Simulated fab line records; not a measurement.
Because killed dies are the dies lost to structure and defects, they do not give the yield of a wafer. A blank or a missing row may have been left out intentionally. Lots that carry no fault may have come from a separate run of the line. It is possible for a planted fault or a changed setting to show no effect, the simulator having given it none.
Which tool was responsible? -- flow gf180mcu -- 14 lots with 42 wafers sampled at 4 steps, on a route of 602 steps

WHAT THE GAUGES READ, wafer by wafer
The record lacks any reading of a measuring or inspecting step that a usual standard deviation could be used to judge.

WHAT TOOL EACH LOT RAN ON (gives the tool, then ch and the chambers of the sampled wafers, and finally the start)
lot,GF_V1_CMP_26,GF_M2_SPUTTER_02,GF_M3_SPUTTER_01,GF_M3_METAL_ETCH_16
L546,"cmp-01 ch 0,2,3, day 18 19:12","pvd sputter-03, day 18 19:35","pvd sputter-03, day 21 00:39","rie metal-01 ch 0,1, day 22 01:07"
L547,"cmp-01 ch 1,2,3, day 18 19:40","pvd sputter-01, day 18 20:06","pvd sputter-04, day 21 01:16","rie metal-02 ch 0,1, day 22 01:40"
L548,"cmp-02 ch 0,1,2, day 19 03:28","pvd sputter-02, day 19 03:50","pvd sputter-04, day 21 07:07","rie metal-04 ch 0,1, day 22 06:42"
L549,"cmp-01 ch 0,1,3, day 19 10:22","pvd sputter-03, day 19 10:48","pvd sputter-02, day 21 14:18","rie metal-04 ch 0, day 22 13:27"
L551,"cmp-01 ch 0,3, day 20 13:31","pvd sputter-02, day 20 13:56","pvd sputter-03, day 22 16:53","rie metal-01 ch 0, day 23 16:42"
L557,"cmp-01 ch 1,2,3, day 22 19:31",-,-,-
L558,"cmp-02 ch 0,2, day 22 22:37",-,-,-
L562,"cmp-01 ch 0,2,3, day 24 10:27","pvd sputter-01, day 24 10:53","pvd sputter-04, day 26 08:14","rie metal-04 ch 0,1, day 27 05:28"
L564,"cmp-02 ch 0,2, day 24 23:18","pvd sputter-02, day 24 23:41","pvd sputter-03, day 26 21:28","rie metal-02 ch 0,1, day 27 18:03"
L565,"cmp-01 ch 0,1,2, day 25 06:18","pvd sputter-03, day 25 06:35","pvd sputter-03, day 27 03:11","rie metal-04 ch 0,1, day 27 23:26"
L566,"cmp-02 ch 0,1,2, day 25 15:02","pvd sputter-02, day 25 15:28","pvd sputter-04, day 27 11:32","rie metal-04 ch 0,1, day 28 07:27"
L567,"cmp-01 ch 0,2,3, day 25 19:28","pvd sputter-01, day 25 19:54","pvd sputter-02, day 27 16:34","rie metal-04 ch 0,1, day 28 12:18"
L568,"cmp-01 ch 2,3, day 25 22:34","pvd sputter-03, day 25 23:00","pvd sputter-03, day 27 19:20","rie metal-01 ch 0,1, day 28 15:30"
L569,"cmp-01 ch 2,3, day 26 07:11","pvd sputter-02, day 26 07:37","pvd sputter-04, day 28 03:05","rie metal-04 ch 0,1, day 28 21:59"
- GF_V1_CMP_26: polishes, stops on SiO2, t overpolish 15.68 s, target thk 0 nm.
- GF_M2_SPUTTER_02: material AlCu, target thk 450 nm, time 23.9 s.
- GF_M3_SPUTTER_01: material TiN, target thk 30 nm, time 25 s.
- GF_M3_METAL_ETCH_16: etches the open film in Cl2/BCl3, stops on SiO2, target depth 627.5 nm, time 104.6 s.

WHAT THE TOOLS THEMSELVES READ (means of the sampled wafers that have a number; where no wafer has one, the mark that the record gives instead)
GF_V1_CMP_26.
lot,tool,edge zone pressure frac,head pressure psi (psi),motor current A (A),overpolish run s (s),time to endpoint s (s)
L546,cmp-01,1.000,3.507,11.4,15.687,85
L547,cmp-01,1.002,3.496,10.8,15.684,86
L548,cmp-02,1.003,3.489,11.7,15.678,88
L549,cmp-01,1.002,3.504,11.3,15.675,84
L551,cmp-01,0.999,3.490,11.9,15.676,84
L557,cmp-01,-,-,-,-,-
L558,cmp-02,-,-,-,-,-
L562,cmp-01,1.002,3.508,11.3,15.679,87
L564,cmp-02,0.999,3.493,12.4,15.687,84
L565,cmp-01,1.002,3.501,11.3,15.678,87
L566,cmp-02,0.996,3.502,12.2,15.684,82
L567,cmp-01,0.999,3.491,11.5,15.679,81
L568,cmp-01,0.998,3.502,10.7,15.670,85
L569,cmp-01,1.003,3.504,10.7,15.681,87

GF_M2_SPUTTER_02.
lot,tool,throttle valve pct (%)
L546,pvd sputter-03,30.1
L547,pvd sputter-01,31.1
L548,pvd sputter-02,29.8
L549,pvd sputter-03,30.1
L551,pvd sputter-02,30.2
L562,pvd sputter-01,31.1
L564,pvd sputter-02,29.9
L565,pvd sputter-03,30.5
L566,pvd sputter-02,29.2
L567,pvd sputter-01,30.8
L568,pvd sputter-03,29.6
L569,pvd sputter-02,29.5

GF_M3_SPUTTER_01.
lot,tool,throttle valve pct (%)
L546,pvd sputter-03,29.6
L547,pvd sputter-04,30.0
L548,pvd sputter-04,29.8
L549,pvd sputter-02,30.1
L551,pvd sputter-03,29.7
L562,pvd sputter-04,30.1
L564,pvd sputter-03,30.3
L565,pvd sputter-03,29.5
L566,pvd sputter-04,30.0
L567,pvd sputter-02,29.6
L568,pvd sputter-03,29.4
L569,pvd sputter-04,31.0

GF_M3_METAL_ETCH_16.
lot,tool,drypump motor current A (A),oes product au (a.u.),throttle valve pct (%)
L546,rie metal-01,6.0,0.973,28.246
L547,rie metal-02,5.8,0.975,28.255
L548,rie metal-04,5.6,0.973,28.256
L549,rie metal-04,6.0,0.970,28.253
L551,rie metal-01,6.0,0.973,28.242
L562,rie metal-04,5.2,0.978,28.244
L564,rie metal-02,5.7,0.971,28.244
L565,rie metal-04,5.6,0.968,28.253
L566,rie metal-04,5.2,0.974,28.253
L567,rie metal-04,5.6,0.967,28.253
L568,rie metal-01,6.0,0.972,28.249
L569,rie metal-04,5.6,0.976,28.247

THE ANSWER, worked out from the rows above alone
Rule: usual is defined by the lots themselves. The widest of any qualifying gaps counts: lots, ordered by their means at a reading, are off when they make up no more than a third of the lots, leave a main group of 4 or more, and stand apart from it by 3 or more times the standard deviation of that group's means. A main group is skipped when, at the precision printed for the reading in the tables above, its means are all equal. A lot without any number at a reading at which 4 lots or more have one is off too. Any other lot the step has rows for is counted as sound. First the gauges in route order, then the tools' own readings, where a lot's mean is used as printed above. At the first step where some lot is off, the reading lying furthest off is the one used; lots without a number count as furthest.
Off: L557, L558 (GF_V1_CMP_26, edge zone pressure frac). Without a number there: L557, L558. The main group has a mean of 1.000 with a standard deviation of 0.0021.
If a tool, at that step or one of the process steps before it, ran each lot that is off and ran no sound lot following the first of them, it fits. Not one of the candidates tried fits.

WHAT THE SIMULATOR HAD INSERTED
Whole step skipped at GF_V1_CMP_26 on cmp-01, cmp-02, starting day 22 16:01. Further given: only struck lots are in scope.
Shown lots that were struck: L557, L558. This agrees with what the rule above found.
